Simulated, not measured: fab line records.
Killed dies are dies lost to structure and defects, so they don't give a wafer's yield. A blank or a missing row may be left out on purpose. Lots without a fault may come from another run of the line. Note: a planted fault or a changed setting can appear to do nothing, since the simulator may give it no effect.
The same fault as seen by 2 desks ; flow sky130 ; every desk sees just its own numbers, and what lay behind them comes last

## THE TOOL OWNER'S DESK: rieMetal-04
The tool's own readings at SKY_METAL1_ETCH_18 (etches BARC in N2/H2, stops on SiO2, time 45.9 s, target depth 60 nm): means of the sampled wafers that have a number, for each lot that ran on this tool. The brackets show how far a lot's mean lies from the usual mean; more than 4 standard deviations puts the lot out of limits, marked OUT.
Columns: A = biasW at SKY_METAL1_ETCH_18, usual 100.00 W; B = drypumpMotorCurrentA at SKY_METAL1_ETCH_18, usual 5.83 A; C = oesProductAu at SKY_METAL1_ETCH_18, usual 0.855 a.u.; D = throttleValvePct at SKY_METAL1_ETCH_18, usual 13.225 %
lot;first seen here;A;B;C;D
L569;day 33 09:13;100.07;5.63;0.854;13.227
L570;day 33 16:13;99.92;6.20;0.852;13.232
L576;day 36 12:14;100.02;5.89;0.857;13.222
L577;day 36 18:09;100.00;5.62;0.852;13.222
This desk's finding: nothing out of limits on any of the 4 lots.

## THE METROLOGY DESK
What the gauges read, lot by lot, whatever tool the lot ran on: means of the sampled wafers that have a number. The brackets show how far a lot's mean lies from the usual mean; more than 4 standard deviations puts the lot out of limits, marked OUT.
Columns: A = VIA3_OVL at SKY_VIA3_OVL_MEAS_13, usual -3 nm
lot;first seen here;A
L568;day 40 00:50;-5
L569;day 40 04:08;-6
L570;day 40 09:04;-3
L574;day 42 00:53;2
L576;day 43 00:03;-4
L577;day 43 05:40;-4
L581;day 43 19:38;-1
L580;day 44 03:53;-1
L583;day 44 13:29;-3
L582;day 44 15:34;-0
L585;day 44 23:02;-2
L589;day 45 17:34;3
This desk's finding: nothing out of limits on any of the 12 lots.

## PUT TOGETHER
The desk of the tool owner found nothing out of limits.
Metrology desk: nothing out of limits seen.

## WHAT WAS PUT IN BY THE SIMULATOR
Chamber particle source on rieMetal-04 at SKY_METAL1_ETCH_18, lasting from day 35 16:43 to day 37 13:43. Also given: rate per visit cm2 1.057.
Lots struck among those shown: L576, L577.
